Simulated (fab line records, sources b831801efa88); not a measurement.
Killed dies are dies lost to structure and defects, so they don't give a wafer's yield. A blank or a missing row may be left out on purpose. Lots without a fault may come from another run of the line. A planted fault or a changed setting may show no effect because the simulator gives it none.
A struck lot beside a sound one | flow sky130 | 23 steps out of a route of 708
Sound: wafers L782.2, L782.3, L782.5. Struck: wafer L800.6. (L800.1 of the same lot was not struck and is left out.) The cause comes at the end.
At each step with rows: each side's tool, then ch and its chambers, then its first start. Under that, the readings that differ: sound wafers | struck wafers | difference of the means | sigmas: that difference in standard deviations of wafers without a fault.
alike: readings whose means differ by less than 2 such deviations, and words and numbers that are the same on both sides. not compared: withheld readings, readings that some wafer has no value for, bounds like >300 that may hide the same value, and numbers for which the record gives no deviation and whose values overlap.
The two part at a step that has a row with sigmas, a row that says differs or no value, or rows on one side only. Numbers that don't overlap but have no deviation are shown without sigmas and don't part them. A reading that every wafer of one side lacks parts them only if that side has two wafers or more.

first, 1 step without rows for these wafers: SKY_CAP2M_DEVELOP_11 (develop time 60 s).
SKY_CAP2M_OVL_MEAS_12:
  sound on overlay-02, day 40 17:17; struck on overlay-01, day 45 16:17
  alike: CAP2M_OVL
SKY_CAP2M_METAL_ETCH_13: etches TiN in Cl2/BCl3, stops on SiO2, target depth 220 nm, time 62.9 s.
  sound on rie_metal-02 ch 0, day 40 17:19; struck on rie_metal-02 ch 0, day 45 16:19
  alike: drypump_motor_current_A, oes_product_au, throttle_valve_pct
  not compared: rf_hours_counter_h
SKY_CAP2M_STRIP_14: strips in O2/N2.
  sound on plasma_asher-04 ch 0,1, day 40 17:23; struck on plasma_asher-02 ch 1, day 45 16:26
  alike: drypump_motor_current_A, oes_product_au, strip_time_to_endpoint_s
  not compared: rf_hours_counter_h
then, 8 steps without rows for these wafers: SKY_CAP2M_STRIP_15 (strips in post etch residue remover, time 1200 s); SKY_CAP2M_CLEAN_16 (cleans in IPA, time 180 s); SKY_CAP2M_CLEAN_17 (cleans in O3/DIW); SKY_METAL4_DEHYDRATE_05 (time 60 s); SKY_METAL4_HMDS_06 (prime time 60 s); SKY_METAL4_COAT_07 (resist thk 60 nm); SKY_METAL4_COAT_08 (resist thk 1140 nm); SKY_METAL4_SOFTBAKE_09 (time 90 s).
SKY_METAL4_EXPOSE_10: exposes mask MM4, target cd 300 nm.
  sound on krf_scanner-02 ch 0, day 41 06:14; struck on krf_scanner-01 ch 0, day 46 03:37
  alike: mask, focus_offset_nm, stage_vel_mm_s
then, 2 steps without rows for these wafers: SKY_METAL4_PEB_11; SKY_METAL4_DEVELOP_12 (develop time 60 s).
SKY_METAL4_CD_MEAS_13: target cd 300 nm.
  sound on cd_sem-01, day 41 17:43; struck on cd_sem-02, day 46 13:44
  reading    | sound             | struck | difference | sigmas
  cd_nm (nm) | 302.4 301.5 300.0 | 216.0  | -85.3      | -57
SKY_METAL4_OVL_MEAS_14:
  sound on overlay-02, day 41 17:49; struck on overlay-02, day 46 13:52
  alike: METAL4_OVL
SKY_METAL4_DESCUM_15: chemistry O2, time 8 s.
  sound on rie_metal-03 ch 0,1, day 41 17:51; struck on rie_metal-04 ch 1, day 46 13:54
  reading                 | sound             | struck | difference | sigmas
  model.METAL4.cd_nm (nm) | 303.1 302.2 300.8 | 216    | -86        |
  alike: drypump_motor_current_A, oes_product_au
  not compared: rf_hours_counter_h
SKY_METAL4_ETCH_16: etches BARC in N2/H2, stops on SiO2, time 88.2 s, target depth 60 nm.
  sound on rie_metal-03 ch 0,1, day 41 17:53; struck on rie_metal-04 ch 1, day 46 13:56
  reading                | sound                | struck | difference | sigmas
  throttle_valve_pct (%) | 13.203 13.202 13.200 | 13.228 | +0.026     | +3
  alike: drypump_motor_current_A, oes_product_au
  not compared: rf_hours_counter_h
SKY_METAL4_ETCH_17: etches SiO2 in C4F8/O2/Ar, stops on TiN, time 3.9 s, target depth 15 nm.
  sound on rie_diel-04 ch 0,1, day 41 17:59; struck on rie_diel-04 ch 2, day 46 14:02
  alike: oes_product_au
  not compared: rf_hours_counter_h
SKY_METAL4_METAL_ETCH_18: etches the open film in Cl2/BCl3, stops on SiO2, target depth 845 nm, time 183.1 s.
  sound on rie_metal-01 ch 0,1, day 41 18:00; struck on rie_metal-03 ch 0, day 46 14:03
  reading                 | sound         | struck | difference | sigmas
  model.METAL4.cd_nm (nm) | 310 301.5 301 | 215.8  | -88.4      |
  alike: drypump_motor_current_A, oes_product_au, throttle_valve_pct
  not compared: rf_hours_counter_h
SKY_METAL4_STRIP_19: strips in O2/N2.
  sound on plasma_asher-01 ch 1, day 41 18:10; struck on plasma_asher-02 ch 0, day 46 14:14
  reading                     | sound          | struck | difference | sigmas
  drypump_motor_current_A (A) | 5.96 5.98 5.93 | 5.36   | -0.60      | -3
  alike: oes_product_au, strip_time_to_endpoint_s
  not compared: rf_hours_counter_h
-- the record jumps here: 3 days lie between the struck wafers' starts before and after (it left off in module METAL4 and takes up again in module PAD_OPEN, whose first step shown is number 708 of the route) --
SKY_PAD_OPEN_PROBE_99:
  the record has rows for the struck wafers here (prober-01, day 49 23:00) and none for the sound ones

WHERE THEY PART
First at SKY_METAL4_CD_MEAS_13; last, within this record, at SKY_PAD_OPEN_PROBE_99.

WHY: what the simulator had put in
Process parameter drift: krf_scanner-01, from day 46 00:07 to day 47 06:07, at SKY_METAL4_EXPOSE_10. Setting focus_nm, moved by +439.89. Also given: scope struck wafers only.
